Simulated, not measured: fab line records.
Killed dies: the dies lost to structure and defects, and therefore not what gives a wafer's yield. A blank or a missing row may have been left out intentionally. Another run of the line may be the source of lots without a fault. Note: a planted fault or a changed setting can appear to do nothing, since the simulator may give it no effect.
fab line records -- flow sky130
record lots=6, wafers=18, lastDay=49
route steps=708 shown VIA1@482 METAL2@483 PAD_OPEN@708
lots that met no fault: from a run of the same line without faults
startH: start of the lot's first displayed wafer, in hours after the record's first day -- waitH: hours elapsed since this lot's preceding step -- " identical to the entry in the row above -- L1.1+2: a row that stands for several wafers -- - no value present, or no start provided -- * or withheld: withheld -- < > ~ a bound
route shown NAME@n: a module of which the file shows steps, and the number in the route of the first -- usual: mean/standard deviation taken from wafers without a fault -- same: alike in all rows -- chamber/n: place in a boat -- sites: readings site by site -- _std_site: standard deviation of those values -- _edge_site: outer sites' mean less inner sites' -- radiusMm: for every site, how far away it sits from the centre of the wafer -- mask NAME#n: copy n -- behind: the tool/chamber that last shaped the wafer -- hold: why the lot went on hold/how many hours it stayed there/how the hold came to an end -- device: the n, p or np transistor that did not switch -- end of line: at the end of the route, the tests of the same wafers -- a step given without rows: its recipe and nothing more -- killed: dies that structure and defects cost at the first sort, which is not the same as the wafer's yield -- map: a wafer's dies, x killed, . not, _ none there
set.NAME: the setting as run; set.NAME@STEP: as run at that earlier step -- model.NAME: the simulator's own value behind a step, which no gauge read
lots at selected steps of the route; one table per step, one row per wafer
services: from which hour (startH, from the record's first day; less than 0 if before it) a tool's chamber was out of use, for how many hours, and why
## steps
# step SKY_VIA1_CMP_24
# recipe stopOn=SiO2, tOverpolishS=15, downForcePsi=3.5, platenRpm=60, targetThkNm=0, padVelocityMS=0.94248
# usual motorCurrentA=11.2/0.92, overpolishRunS=15.000/0.0091, platenRpm=60.00/0.037, slurryFlowMlMin=150.0/0.44, timeToEndpointS=66/4.1
lot.wafer,tool,chamber,startH,waitH,motorCurrentA,overpolishRunS,platenRpm,slurryFlowMlMin,timeToEndpointS
L795.1,cmp-01,3,847.53,0.1,10.0,14.989,59.96,149.9,64
L795.3,cmp-01,0,847.53,0.1,10.0,14.998,60.01,150.1,67
L795.2,cmp-01,1,847.53,0.1,12.3,15.013,59.99,149.6,71
L798.1,cmp-01,0,855.67,0.1,10.2,15.000,59.98,150.6,71
L798.3,cmp-01,2,855.67,0.1,11.1,14.987,59.93,150.2,69
L798.5,cmp-01,1,855.67,0.1,11.9,14.997,60.05,150.5,72
L799.2,cmp-02,3,861.21,0.2,12.1,14.996,59.97,150.8,65
L799.6,cmp-02,0,861.21,0.2,12.4,14.994,60.08,150.8,63
L799.5,cmp-02,1,861.21,0.2,11.0,15.001,59.96,149.6,67
L800.4,cmp-01,0,865.31,0.0,10.7,15.003,60.00,150.6,67
L800.1,cmp-01,1,865.31,0.0,12.5,15.004,60.12,150.3,68
L800.5,cmp-01,1,865.31,0.0,12.5,14.994,59.98,150.5,67
L808.3,cmp-01,3,922.14,0.0,9.6,14.991,60.06,149.9,64
L808.1,cmp-01,1,922.14,0.0,11.8,15.002,59.98,149.4,65
L808.2,cmp-01,2,922.14,0.0,11.5,15.001,60.05,150.3,63
L811.4,cmp-02,2,941.74,0.1,11.4,15.002,59.98,150.7,64
L811.3,cmp-02,0,941.74,0.1,12.7,15.004,60.00,150.5,58
L811.6,cmp-02,1,941.74,0.1,10.4,15.007,59.97,150.2,63
# step SKY_METAL2_SPUTTER_00
# recipe material=Ti, targetThkNm=15, powerW=3000, timeS=10, chamberPressurePa=0.4
# usual throttleValvePct=30.0/0.78
# same timeS=10
lot.wafer,tool,chamber,startH,waitH,throttleValvePct
L795.1,pvdSputter-01,-,847.83,0.2,28.8
L795.2,pvdSputter-01,-,847.83,0.2,29.7
L795.3,pvdSputter-01,-,847.83,0.2,28.7
L798.1,pvdSputter-02,-,855.97,0.2,29.6
L798.3,pvdSputter-02,-,855.97,0.2,31.1
L798.5,pvdSputter-02,-,855.97,0.2,31.6
L799.2,pvdSputter-01,-,861.36,0.1,30.1
L799.5,pvdSputter-01,-,861.36,0.1,28.9
L799.6,pvdSputter-01,-,861.36,0.1,29.6
L800.1,pvdSputter-04,-,865.61,0.2,29.2
L800.4,pvdSputter-04,-,865.61,0.2,30.0
L800.5,pvdSputter-04,-,865.61,0.2,29.3
L808.1,pvdSputter-01,-,922.44,0.1,30.2
L808.2,pvdSputter-01,-,922.44,0.1,29.6
L808.3,pvdSputter-01,-,922.44,0.1,29.0
L811.3,pvdSputter-02,-,941.99,0.1,29.8
L811.4,pvdSputter-02,-,941.99,0.1,31.2
L811.6,pvdSputter-02,-,941.99,0.1,29.8
# step SKY_METAL2_SPUTTER_01
# recipe material=TiN, targetThkNm=20, powerW=6500, timeS=16.7, chamberPressurePa=0.4
# usual throttleValvePct=30.0/0.78
# same timeS=16.7
lot.wafer,tool,chamber,startH,waitH,throttleValvePct
L795.1,pvdSputter-01,-,847.85,0.0,28.8
L795.2,pvdSputter-01,-,847.85,0.0,29.6
L795.3,pvdSputter-01,-,847.85,0.0,28.8
L798.1,pvdSputter-02,-,855.99,0.0,30.0
L798.3,pvdSputter-02,-,855.99,0.0,31.0
L798.5,pvdSputter-02,-,855.99,0.0,31.3
L799.2,pvdSputter-01,-,861.39,0.0,30.3
L799.5,pvdSputter-01,-,861.39,0.0,29.1
L799.6,pvdSputter-01,-,861.39,0.0,29.6
L800.1,pvdSputter-04,-,865.64,0.0,29.3
L800.4,pvdSputter-04,-,865.64,0.0,30.1
L800.5,pvdSputter-04,-,865.64,0.0,29.0
L808.1,pvdSputter-01,-,922.46,0.0,30.2
L808.2,pvdSputter-01,-,922.46,0.0,29.5
L808.3,pvdSputter-01,-,922.46,0.0,29.1
L811.3,pvdSputter-02,-,942.01,0.0,29.9
L811.4,pvdSputter-02,-,942.01,0.0,31.5
L811.6,pvdSputter-02,-,942.01,0.0,29.5
# step SKY_METAL2_SPUTTER_02
# recipe material=AlCu, targetThkNm=250, powerW=10600, timeS=13.3, chamberPressurePa=0.4
# step SKY_METAL2_SPUTTER_03
# recipe material=Ti, targetThkNm=5, powerW=3000, timeS=3.3, chamberPressurePa=0.4
# usual throttleValvePct=30.0/0.78
# same timeS=3.3
lot.wafer,tool,chamber,startH,waitH,throttleValvePct
L795.1,pvdSputter-01,-,847.90,0.0,29.3
L795.2,pvdSputter-01,-,847.90,0.0,29.6
L795.3,pvdSputter-01,-,847.90,0.0,28.8
L798.1,pvdSputter-02,-,856.04,0.0,29.5
L798.3,pvdSputter-02,-,856.04,0.0,30.9
L798.5,pvdSputter-02,-,856.04,0.0,31.1
L799.2,pvdSputter-01,-,861.44,0.0,30.0
L799.5,pvdSputter-01,-,861.44,0.0,28.8
L799.6,pvdSputter-01,-,861.44,0.0,29.7
L800.1,pvdSputter-04,-,865.69,0.0,29.3
L800.4,pvdSputter-04,-,865.69,0.0,29.9
L800.5,pvdSputter-04,-,865.69,0.0,29.0
L808.1,pvdSputter-01,-,922.51,0.0,30.4
L808.2,pvdSputter-01,-,922.51,0.0,29.5
L808.3,pvdSputter-01,-,922.51,0.0,28.9
L811.3,pvdSputter-02,-,942.06,0.0,29.9
L811.4,pvdSputter-02,-,942.06,0.0,31.2
L811.6,pvdSputter-02,-,942.06,0.0,29.7
# step SKY_METAL2_SPUTTER_04
# recipe material=TiN, targetThkNm=70, powerW=6500, timeS=58.3, chamberPressurePa=0.4
# usual throttleValvePct=30.0/0.76
# same timeS=58.3
lot.wafer,tool,chamber,startH,waitH,throttleValvePct
L795.1,pvdSputter-01,-,847.92,0.0,29.1
L795.2,pvdSputter-01,-,847.92,0.0,29.6
L795.3,pvdSputter-01,-,847.92,0.0,29.1
L798.1,pvdSputter-02,-,856.06,0.0,29.8
L798.3,pvdSputter-02,-,856.06,0.0,30.7
L798.5,pvdSputter-02,-,856.06,0.0,31.3
L799.2,pvdSputter-01,-,861.45,0.0,29.9
L799.5,pvdSputter-01,-,861.45,0.0,28.9
L799.6,pvdSputter-01,-,861.45,0.0,29.7
L800.1,pvdSputter-04,-,865.70,0.0,29.5
L800.4,pvdSputter-04,-,865.70,0.0,29.9
L800.5,pvdSputter-04,-,865.70,0.0,29.1
L808.1,pvdSputter-01,-,922.53,0.0,30.1
L808.2,pvdSputter-01,-,922.53,0.0,29.7
L808.3,pvdSputter-01,-,922.53,0.0,28.9
L811.3,pvdSputter-02,-,942.08,0.0,30.0
L811.4,pvdSputter-02,-,942.08,0.0,31.3
L811.6,pvdSputter-02,-,942.08,0.0,29.5
# step SKY_METAL2_RS_MEAS_05
# recipe thkMeasGauge=four-point-probe, reads=TiN_of_METAL2_SPUTTER_04+Ti_of_METAL2_SPUTTER_03+AlCu_of_METAL2_SPUTTER_02+TiN_of_METAL2_SPUTTER_01+Ti_of_METAL2_SPUTTER_00
# usual METAL2_ALCU_RS=0.1270/0.0011
lot.wafer,tool,chamber,startH,waitH,METAL2_ALCU_RS[ohm/sq]
L795.1,filmMetro-04,-,847.97,0.0,0.1271
L795.2,filmMetro-04,-,847.97,0.0,0.1267
L795.3,filmMetro-04,-,847.97,0.0,0.1255
L798.1,filmMetro-01,-,856.10,0.0,0.1263
L798.3,filmMetro-01,-,856.10,0.0,0.1270
L798.5,filmMetro-01,-,856.10,0.0,0.1281
L799.2,filmMetro-03,-,861.52,0.0,0.1271
L799.5,filmMetro-03,-,861.52,0.0,0.1261
L799.6,filmMetro-03,-,861.52,0.0,0.1267
L800.1,filmMetro-01,-,865.75,0.0,0.1276
L800.4,filmMetro-01,-,865.75,0.0,0.1274
L800.5,filmMetro-01,-,865.75,0.0,0.1281
L808.1,filmMetro-04,-,922.58,0.0,0.1272
L808.2,filmMetro-04,-,922.58,0.0,0.1273
L808.3,filmMetro-04,-,922.58,0.0,0.1269
L811.3,filmMetro-01,-,942.17,0.1,0.1253
L811.4,filmMetro-01,-,942.17,0.1,0.1265
L811.6,filmMetro-01,-,942.17,0.1,0.1258
# step SKY_METAL2_THK_MEAS_06
# recipe thkMeasGauge=xrf, reads=AlCu_of_METAL2_SPUTTER_02
# usual METAL2_ALCU_THK=244.0/2.8
lot.wafer,tool,chamber,startH,waitH,METAL2_ALCU_THK[nm]
L795.1,filmMetro-04,-,848.09,0.1,241.5
L795.2,filmMetro-04,-,848.09,0.1,245.0
L795.3,filmMetro-04,-,848.09,0.1,245.4
L798.1,filmMetro-01,-,856.22,0.1,245.6
L798.3,filmMetro-01,-,856.22,0.1,246.0
L798.5,filmMetro-01,-,856.22,0.1,243.1
L799.2,filmMetro-03,-,861.63,0.1,243.5
L799.5,filmMetro-03,-,861.63,0.1,242.1
L799.6,filmMetro-03,-,861.63,0.1,243.6
L800.1,filmMetro-01,-,865.87,0.1,243.4
L800.4,filmMetro-01,-,865.87,0.1,245.7
L800.5,filmMetro-01,-,865.87,0.1,241.8
L808.1,filmMetro-04,-,922.70,0.1,241.5
L808.2,filmMetro-04,-,922.70,0.1,242.3
L808.3,filmMetro-04,-,922.70,0.1,242.1
L811.3,filmMetro-01,-,942.27,0.1,248.4
L811.4,filmMetro-01,-,942.27,0.1,247.4
L811.6,filmMetro-01,-,942.27,0.1,247.9
# step SKY_METAL2_DEHYDRATE_07
# recipe tempC=200, timeS=60
# step SKY_METAL2_HMDS_08
# recipe primeTimeS=60, primeTempC=120
# step SKY_METAL2_COAT_09
# recipe resist=BARC, tempC=withheld, timeS=withheld, spinRpm=3000, resistThkNm=60
# step SKY_METAL2_COAT_10
# recipe resist=KrF-thick, spinRpm=3000, resistThkNm=450
# step SKY_METAL2_SOFTBAKE_11
# recipe tempC=100, timeS=90, resist=KrF-thick
# usual heaterPowerTotalW=57.35/0.12, plateTempC=100.03/0.13
# same timeS=90
lot.wafer,tool,chamber,startH,waitH,heaterPowerTotalW,plateTempC
L795.1,lithoTrack-04,0,860,-,57.52,99.93
L795.2,lithoTrack-04,0,860,-,57.51,99.87
L795.3,lithoTrack-04,0,860,-,57.26,99.97
L798.1,lithoTrack-03,0,867,-,57.46,99.92
L798.3,lithoTrack-03,0,867,-,57.49,99.96
L798.5,lithoTrack-03,0,867,-,57.57,99.91
L799.2,lithoTrack-04,0,874,-,55.22,97.24
L799.5,lithoTrack-04,0,874,-,55.32,97.17
L799.6,lithoTrack-04,0,874,-,55.19,97.14
L800.1,lithoTrack-04,0,878,-,55.25,97.07
L800.4,lithoTrack-04,0,878,-,55.11,97.11
L800.5,lithoTrack-04,0,878,-,55.04,97.11
L808.1,lithoTrack-03,0,935,-,57.40,100.24
L808.2,lithoTrack-03,0,935,-,57.36,100.03
L808.3,lithoTrack-03,0,935,-,57.26,99.88
L811.3,lithoTrack-01,0,954,-,57.30,99.98
L811.4,lithoTrack-01,0,954,-,57.12,100.04
L811.6,lithoTrack-01,0,954,-,57.54,99.99
# step SKY_METAL2_EXPOSE_12
# recipe maskId=MM2, na=0.8, sourceShape=annular, sigmaInner=0.55, sigmaOuter=0.85, targetCdNm=140, doseMj=28
# step SKY_PAD_OPEN_PROBE_99
# usual defectLimitedYield=82.7/1.9, killed_at_M0_to_M3=43/6.8, killed_at_M4_up=2.9/1.7, killedAtContacts=24/5.4, killedAtFrontEnd=15/4.8, killedAtOther=0.3/0.57, killedDies=85/9.4, killedOpen=47/7.5, killedShort=38/5.7, sort_bin_3_pad_short=0.8/0.37, sort_bin_5_function=10.2/1.5, sort_bin_6_memory=6.2/1.1, sortNPass=407/9.4, sortYieldPct=82.7/1.9
# same grossDies=492, killedAtBackSide=0, sort_bin_4_leakage[%]=0, sort_bin_8_speed[%]=0
lot.wafer,tool,chamber,startH,waitH,defectLimitedYield[%],killed_at_M0_to_M3,killed_at_M4_up,killedAtContacts,killedAtFrontEnd,killedAtOther,killedDies,killedOpen,killedShort,sort_bin_3_pad_short[%],sort_bin_5_function[%],sort_bin_6_memory[%],sortNPass,sortYieldPct[%]
L799.2,prober-02,-,1126.20,0.1,82.1,48,1,22,16,1,88,43,45,0.8,9.3,7.7,404,82.1
L799.5,prober-02,-,1126.35,0.2,81.1,53,2,19,19,0,93,52,41,0.6,10.8,7.5,399,81.1
L799.6,prober-02,-,1126.40,0.2,83.3,40,4,20,18,0,82,45,37,0.8,8.7,7.1,410,83.3
L800.1,prober-01,-,1129.12,0.1,84.1,36,3,28,9,2,78,40,38,0.4,12.0,3.5,414,84.1
L800.4,prober-01,-,1129.27,0.2,79.7,53,5,27,15,0,100,58,42,1.0,12.4,6.9,392,79.7
L800.5,prober-01,-,1129.32,0.2,81.3,42,3,26,21,0,92,44,48,1.2,9.3,8.1,400,81.3
L811.3,prober-02,-,1182.86,0.2,82.9,43,1,25,15,0,84,51,33,0.4,10.2,6.5,408,82.9
L811.4,prober-02,-,1182.91,0.2,85.2,35,0,24,13,1,73,46,27,1.0,7.9,5.9,419,85.2
L811.6,prober-02,-,1183.01,0.2,80.9,43,5,27,19,0,94,53,41,0.8,11.4,6.9,398,80.9
# killed by level:class
L799.2 VIA3:geometricParticle:open=9 VIA3:geometricParticle:short=9 CONTACT:geometricParticle:open=8 METAL2:geometricParticle:short=8 LI_CONTACT:geometricParticle:open=5 VIA1:geometricParticle:open=5 FIELD_ISO:geometricParticle:short=4 POLY_GATE:geometricParticle:open=4
L799.5 VIA1:geometricParticle:open=13 CONTACT:geometricParticle:open=9 METAL2:geometricParticle:short=9 VIA2:geometricParticle:open=8 VIA3:geometricParticle:open=7 LOCAL_INTERCONNECT:geometricParticle:short=5 POLY_GATE:geometricParticle:short=4 VIA2:geometricParticle:short=4
L799.6 VIA1:geometricParticle:open=9 VIA3:geometricParticle:open=8 VIA2:geometricParticle:open=7 CONTACT:geometricParticle:open=7 CONTACT:geometricParticle:short=6 FIELD_ISO:geometricParticle:open=5 VIA2:geometricParticle:short=5 POLY_GATE:geometricParticle:short=4
L800.1 CONTACT:geometricParticle:open=12 METAL2:geometricParticle:short=9 VIA1:geometricParticle:open=7 LI_CONTACT:geometricParticle:open=6 CONTACT:geometricParticle:short=5 FIELD_ISO:geometricParticle:open=4 VIA2:geometricParticle:open=4 VIA3:geometricParticle:short=4
L800.4 VIA1:geometricParticle:open=10 LI_CONTACT:geometricParticle:open=9 VIA3:geometricParticle:open=7 CONTACT:geometricParticle:short=7 METAL2:geometricParticle:short=6 VIA2:geometricParticle:open=6 CONTACT:geometricParticle:open=5 POLY_GATE:geometricParticle:open=4
L800.5 CONTACT:geometricParticle:open=8 CONTACT:geometricParticle:short=8 VIA1:geometricParticle:open=7 METAL2:geometricParticle:short=6 VIA3:geometricParticle:open=6 FIELD_ISO:geometricParticle:short=5 POLY_GATE:geometricParticle:open=5 METAL1:geometricParticle:short=5
L811.3 VIA1:geometricParticle:open=10 METAL1:geometricParticle:short=9 CONTACT:geometricParticle:open=8 LI_CONTACT:geometricParticle:open=8 VIA3:geometricParticle:open=6 FIELD_ISO:geometricParticle:open=5 VIA2:geometricParticle:open=5 FIELD_ISO:geometricParticle:short=4
L811.4 LI_CONTACT:geometricParticle:open=10 METAL1:geometricParticle:short=7 VIA1:geometricParticle:open=7 CONTACT:geometricParticle:open=6 POLY_GATE:geometricParticle:open=4 CONTACT:geometricParticle:short=4 VIA2:geometricParticle:open=4 VIA3:geometricParticle:open=4
L811.6 CONTACT:geometricParticle:open=12 VIA1:geometricParticle:open=10 FIELD_ISO:geometricParticle:short=9 LI_CONTACT:geometricParticle:open=7 VIA3:geometricParticle:open=7 VIA2:geometricParticle:open=6 METAL1:geometricParticle:short=6 FIELD_ISO:geometricParticle:open=4
## services
tool,chamber,startH,hours,kind
cmp-01,-,828.17,2.6,repair
cmp-02,-,840.36,4.0,repair
pvdSputter-02,-,857.42,0.7,repair
pvdSputter-04,-,869.55,6.5,repair
pvdSputter-01,-,876.32,5.7,repair
cmp-02,-,883.09,3.8,pm
cmp-02,-,908.97,5.1,repair
pvdSputter-02,-,913.96,2.0,repair
cmp-02,-,914.05,4.0,pm
cmp-02,-,918.05,-,consumableReplace:conditioner
cmp-02,-,918.05,-,consumableReplace:pad
pvdSputter-04,-,931.35,1.4,repair
cmp-01,-,933.05,8.1,pm
## key
firstSign step=SKY_METAL2_SOFTBAKE_11, reading=plateTempC, direction=down, sigmas=23, usual=*, struck=*
effect step=SKY_METAL2_SOFTBAKE_11, reading=heaterPowerTotalW, direction=down, sigmas=18, usual=*, struck=*
metAt SKY_METAL2_SOFTBAKE_11
struckWafers L799.2,L799.5,L799.6,L800.1,L800.4,L800.5
onsetBetween 860 874
fault kind=processParameterDrift, tool=lithoTrack-04, chamber=-, onsetH=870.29, steps=SKY_METAL2_SOFTBAKE_11, channel=tempC, offset=*, shape=step, endH=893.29, actsIn=*, stated=*
